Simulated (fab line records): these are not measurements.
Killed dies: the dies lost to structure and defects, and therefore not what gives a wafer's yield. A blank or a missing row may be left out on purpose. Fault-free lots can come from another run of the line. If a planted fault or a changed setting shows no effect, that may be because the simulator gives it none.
The tool behind it: which one? :: flow sky130 :: 12 lots with 36 wafers sampled at 5 steps, on a route of 708 steps

## WHAT THE GAUGES SHOWED, per wafer
Not one reading of a measure or inspect step in the record can be checked against a usual standard deviation.

## TOOL THAT RAN EACH LOT (tool first, then ch and the chambers of the sampled wafers, then the start)
lot: L555
SKY_CAP2M_CLEAN_17: wet_bench-04 ch 2, day 41 00:01
SKY_METAL4_DESCUM_15: rie_metal-01 ch 0,1, day 42 00:13
SKY_VIA4_SPUTTER_17: pvd_sputter-01, day 43 01:25
SKY_PASSIVATION_STRIP_12: plasma_asher-02 ch 0,1, day 45 00:05
SKY_PAD_OPEN_PROBE_99: -

lot: L556
SKY_CAP2M_CLEAN_17: wet_bench-04 ch 0, day 41 04:23
SKY_METAL4_DESCUM_15: rie_metal-01 ch 0,1, day 42 04:39
SKY_VIA4_SPUTTER_17: pvd_sputter-02, day 43 05:48
SKY_PASSIVATION_STRIP_12: plasma_asher-04 ch 0,1, day 45 04:54
SKY_PAD_OPEN_PROBE_99: -

lot: L557
SKY_CAP2M_CLEAN_17: wet_bench-03 ch 0, day 41 08:35
SKY_METAL4_DESCUM_15: rie_metal-01 ch 0,1, day 42 08:21
SKY_VIA4_SPUTTER_17: pvd_sputter-03, day 43 09:16
SKY_PASSIVATION_STRIP_12: plasma_asher-02 ch 0,1, day 45 07:39
SKY_PAD_OPEN_PROBE_99: -

lot: L558
SKY_CAP2M_CLEAN_17: wet_bench-03 ch 0, day 41 13:53
SKY_METAL4_DESCUM_15: rie_metal-02 ch 0,1, day 42 13:48
SKY_VIA4_SPUTTER_17: pvd_sputter-03, day 43 13:59
SKY_PASSIVATION_STRIP_12: plasma_asher-04 ch 0,1, day 45 12:56
SKY_PAD_OPEN_PROBE_99: -

lot: L559
SKY_CAP2M_CLEAN_17: wet_bench-04 ch 2, day 41 22:28
SKY_METAL4_DESCUM_15: rie_metal-02 ch 0,1, day 42 22:09
SKY_VIA4_SPUTTER_17: pvd_sputter-03, day 43 23:05
SKY_PASSIVATION_STRIP_12: plasma_asher-04 ch 0,1, day 45 21:06
SKY_PAD_OPEN_PROBE_99: -

lot: L562
SKY_CAP2M_CLEAN_17: wet_bench-02 ch 3, day 43 07:41
SKY_METAL4_DESCUM_15: rie_metal-02 ch 0,1, day 44 06:39
SKY_VIA4_SPUTTER_17: pvd_sputter-02, day 45 06:40
SKY_PASSIVATION_STRIP_12: plasma_asher-04 ch 0,1, day 47 00:46
SKY_PAD_OPEN_PROBE_99: -

lot: L564
SKY_CAP2M_CLEAN_17: wet_bench-04 ch 3, day 43 08:50
SKY_METAL4_DESCUM_15: rie_metal-01 ch 0,1, day 44 07:30
SKY_VIA4_SPUTTER_17: pvd_sputter-02, day 45 08:05
SKY_PASSIVATION_STRIP_12: plasma_asher-02 ch 1, day 47 01:57
SKY_PAD_OPEN_PROBE_99: -

lot: L566
SKY_CAP2M_CLEAN_17: wet_bench-04 ch 2, day 43 21:07
SKY_METAL4_DESCUM_15: rie_metal-01 ch 0,1, day 44 19:57
SKY_VIA4_SPUTTER_17: pvd_sputter-03, day 45 19:53
SKY_PASSIVATION_STRIP_12: plasma_asher-03 ch 0,1, day 47 14:32
SKY_PAD_OPEN_PROBE_99: prober-02, day 48 12:04

lot: L569
SKY_CAP2M_CLEAN_17: wet_bench-04 ch 2, day 44 16:24
SKY_METAL4_DESCUM_15: rie_metal-02 ch 0,1, day 45 14:42
SKY_VIA4_SPUTTER_17: pvd_sputter-02, day 46 12:59
SKY_PASSIVATION_STRIP_12: plasma_asher-02 ch 0, day 48 07:04
SKY_PAD_OPEN_PROBE_99: prober-02, day 49 02:53

lot: L570
SKY_CAP2M_CLEAN_17: wet_bench-03 ch 0, day 45 00:53
SKY_METAL4_DESCUM_15: rie_metal-04 ch 0,1, day 45 22:48
SKY_VIA4_SPUTTER_17: pvd_sputter-01, day 46 20:57
SKY_PASSIVATION_STRIP_12: plasma_asher-04 ch 0,1, day 48 13:16
SKY_PAD_OPEN_PROBE_99: -

lot: L574
SKY_CAP2M_CLEAN_17: wet_bench-02 ch 2, day 45 20:52
SKY_METAL4_DESCUM_15: rie_metal-04 ch 0,1, day 46 16:57
SKY_VIA4_SPUTTER_17: pvd_sputter-03, day 47 15:26
SKY_PASSIVATION_STRIP_12: plasma_asher-03 ch 0,1, day 49 06:22
SKY_PAD_OPEN_PROBE_99: -

lot: L577
SKY_CAP2M_CLEAN_17: wet_bench-03 ch 0, day 46 16:47
SKY_METAL4_DESCUM_15: rie_metal-01 ch 0,1, day 47 13:00
SKY_VIA4_SPUTTER_17: pvd_sputter-01, day 48 10:35
SKY_PASSIVATION_STRIP_12: plasma_asher-04 ch 0,1, day 50 00:06
SKY_PAD_OPEN_PROBE_99: -
- SKY_CAP2M_CLEAN_17: cleans in O3/DIW.
- SKY_METAL4_DESCUM_15: chemistry O2, time 8 s.
- SKY_VIA4_SPUTTER_17: material TiN, target thk 20 nm, time 80 s.
- SKY_PASSIVATION_STRIP_12: strips in O2/N2.
- SKY_PAD_OPEN_PROBE_99

## WHAT THE TOOLS THEMSELVES READ (means of the sampled wafers that have a number; where no wafer has one, the mark that the record gives instead)
SKY_METAL4_DESCUM_15.
lot: L555
tool: rie_metal-01
drypump_motor_current_A (A): 6.42
he_backside_leak_sccm (sccm): 3.40
oes_product_au (a.u.): 0.997

lot: L556
tool: rie_metal-01
drypump_motor_current_A (A): 6.25
he_backside_leak_sccm (sccm): 3.27
oes_product_au (a.u.): 0.991

lot: L557
tool: rie_metal-01
drypump_motor_current_A (A): 6.44
he_backside_leak_sccm (sccm): 3.35
oes_product_au (a.u.): 1.000

lot: L558
tool: rie_metal-02
drypump_motor_current_A (A): 6.11
he_backside_leak_sccm (sccm): 3.17
oes_product_au (a.u.): 0.997

lot: L559
tool: rie_metal-02
drypump_motor_current_A (A): 6.19
he_backside_leak_sccm (sccm): 3.39
oes_product_au (a.u.): 1.000

lot: L562
tool: rie_metal-02
drypump_motor_current_A (A): 6.13
he_backside_leak_sccm (sccm): 3.36
oes_product_au (a.u.): 0.995

lot: L564
tool: rie_metal-01
drypump_motor_current_A (A): 6.24
he_backside_leak_sccm (sccm): 3.27
oes_product_au (a.u.): 0.991

lot: L566
tool: rie_metal-01
drypump_motor_current_A (A): 6.27
he_backside_leak_sccm (sccm): 3.30
oes_product_au (a.u.): 0.999

lot: L569
tool: rie_metal-02
drypump_motor_current_A (A): 6.19
he_backside_leak_sccm (sccm): 3.39
oes_product_au (a.u.): 1.006

lot: L570
tool: rie_metal-04
drypump_motor_current_A (A): 5.81
he_backside_leak_sccm (sccm): 3.15
oes_product_au (a.u.): 1.009

lot: L574
tool: rie_metal-04
drypump_motor_current_A (A): 5.81
he_backside_leak_sccm (sccm): 3.06
oes_product_au (a.u.): 0.999

lot: L577
tool: rie_metal-01
drypump_motor_current_A (A): 6.42
he_backside_leak_sccm (sccm): 3.35
oes_product_au (a.u.): 0.992

SKY_VIA4_SPUTTER_17.
lot: L555
tool: pvd_sputter-01
cathode_dc_power_W (W): 4000.1
throttle_valve_pct (%): 29.2

lot: L556
tool: pvd_sputter-02
cathode_dc_power_W (W): 3999.7
throttle_valve_pct (%): 30.0

lot: L557
tool: pvd_sputter-03
cathode_dc_power_W (W): 3999.9
throttle_valve_pct (%): 29.5

lot: L558
tool: pvd_sputter-03
cathode_dc_power_W (W): 4000.7
throttle_valve_pct (%): 29.3

lot: L559
tool: pvd_sputter-03
cathode_dc_power_W (W): 3999.3
throttle_valve_pct (%): 29.2

lot: L562
tool: pvd_sputter-02
cathode_dc_power_W (W): 4000.4
throttle_valve_pct (%): 29.6

lot: L564
tool: pvd_sputter-02
cathode_dc_power_W (W): 3999.8
throttle_valve_pct (%): 30.8

lot: L566
tool: pvd_sputter-03
cathode_dc_power_W (W): 4000.2
throttle_valve_pct (%): 29.8

lot: L569
tool: pvd_sputter-02
cathode_dc_power_W (W): 4000.2
throttle_valve_pct (%): 29.8

lot: L570
tool: pvd_sputter-01
cathode_dc_power_W (W): 4000.0
throttle_valve_pct (%): 29.1

lot: L574
tool: pvd_sputter-03
cathode_dc_power_W (W): 3999.6
throttle_valve_pct (%): 29.2

lot: L577
tool: pvd_sputter-01
cathode_dc_power_W (W): 3999.7
throttle_valve_pct (%): 29.9

SKY_PASSIVATION_STRIP_12.
lot: L555
tool: plasma_asher-02
drypump_motor_current_A (A): 6.1
oes_product_au (a.u.): 0.660
strip_time_to_endpoint_s (s): 31.66

lot: L556
tool: plasma_asher-04
drypump_motor_current_A (A): 5.7
oes_product_au (a.u.): 0.664
strip_time_to_endpoint_s (s): 31.51

lot: L557
tool: plasma_asher-02
drypump_motor_current_A (A): 6.1
oes_product_au (a.u.): 0.657
strip_time_to_endpoint_s (s): 31.66

lot: L558
tool: plasma_asher-04
drypump_motor_current_A (A): 5.7
oes_product_au (a.u.): 0.661
strip_time_to_endpoint_s (s): 31.52

lot: L559
tool: plasma_asher-04
drypump_motor_current_A (A): 5.7
oes_product_au (a.u.): 0.659
strip_time_to_endpoint_s (s): 31.72

lot: L562
tool: plasma_asher-04
drypump_motor_current_A (A): 5.8
oes_product_au (a.u.): 0.663
strip_time_to_endpoint_s (s): 31.60

lot: L564
tool: plasma_asher-02
drypump_motor_current_A (A): 6.4
oes_product_au (a.u.): 0.662
strip_time_to_endpoint_s (s): 31.46

lot: L566
tool: plasma_asher-03
drypump_motor_current_A (A): 5.3
oes_product_au (a.u.): 0.660
strip_time_to_endpoint_s (s): 31.58

lot: L569
tool: plasma_asher-02
drypump_motor_current_A (A): 5.6
oes_product_au (a.u.): 0.660
strip_time_to_endpoint_s (s): 31.39

lot: L570
tool: plasma_asher-04
drypump_motor_current_A (A): 5.8
oes_product_au (a.u.): 0.662
strip_time_to_endpoint_s (s): 31.72

lot: L574
tool: plasma_asher-03
drypump_motor_current_A (A): 5.3
oes_product_au (a.u.): 0.665
strip_time_to_endpoint_s (s): 31.63

lot: L577
tool: plasma_asher-04
drypump_motor_current_A (A): 5.7
oes_product_au (a.u.): 0.658
strip_time_to_endpoint_s (s): 31.42

SKY_PAD_OPEN_PROBE_99.
lot: L566
tool: prober-02
defect_limited_yield (%): 76.6
killed_at_M0_to_M3: 41
killed_at_M4_up: 4.3
killed_at_contacts: 26
killed_at_front_end: 16
killed_at_other: 27.7
killed_dies: 115
killed_open: 46
killed_short: 41
sort_bin_3_pad_short (%): 1.6
sort_bin_5_function (%): 15.4
sort_bin_6_memory (%): 6.4
sort_n_pass: 377
sort_yield_pct (%): 76.6

lot: L569
tool: prober-02
defect_limited_yield (%): 77.2
killed_at_M0_to_M3: 40
killed_at_M4_up: 3.3
killed_at_contacts: 24
killed_at_front_end: 16
killed_at_other: 28.7
killed_dies: 112
killed_open: 43
killed_short: 41
sort_bin_3_pad_short (%): 1.7
sort_bin_5_function (%): 13.9
sort_bin_6_memory (%): 7.1
sort_n_pass: 380
sort_yield_pct (%): 77.2

## THE ANSWER, worked out from the rows above alone
Rule: the usual values come from the lots themselves. Put in order of their means at a reading, lots are off if they are a third of the lots or fewer, leave a main group of 4 or more, and stand apart from it by a gap of 3 or more times the standard deviation of the main group's means; of several such gaps the widest counts. The tables above print the reading to a certain number of digits; a main group whose means all agree to those digits is not used. A lot without any number at a reading at which 4 lots or more have one is off too. The other lots that the step has rows for count as sound. After the gauges, taken in route order, come the tools' own readings; for these a lot's mean is taken, as printed above. The first step at which some lot is off is used, and at that step the reading that is off furthest; a lot without a number counts as furthest.
No lot is off on any of the readings shown, so nothing can be concluded from this.

## WHAT WAS PUT IN BY THE SIMULATOR
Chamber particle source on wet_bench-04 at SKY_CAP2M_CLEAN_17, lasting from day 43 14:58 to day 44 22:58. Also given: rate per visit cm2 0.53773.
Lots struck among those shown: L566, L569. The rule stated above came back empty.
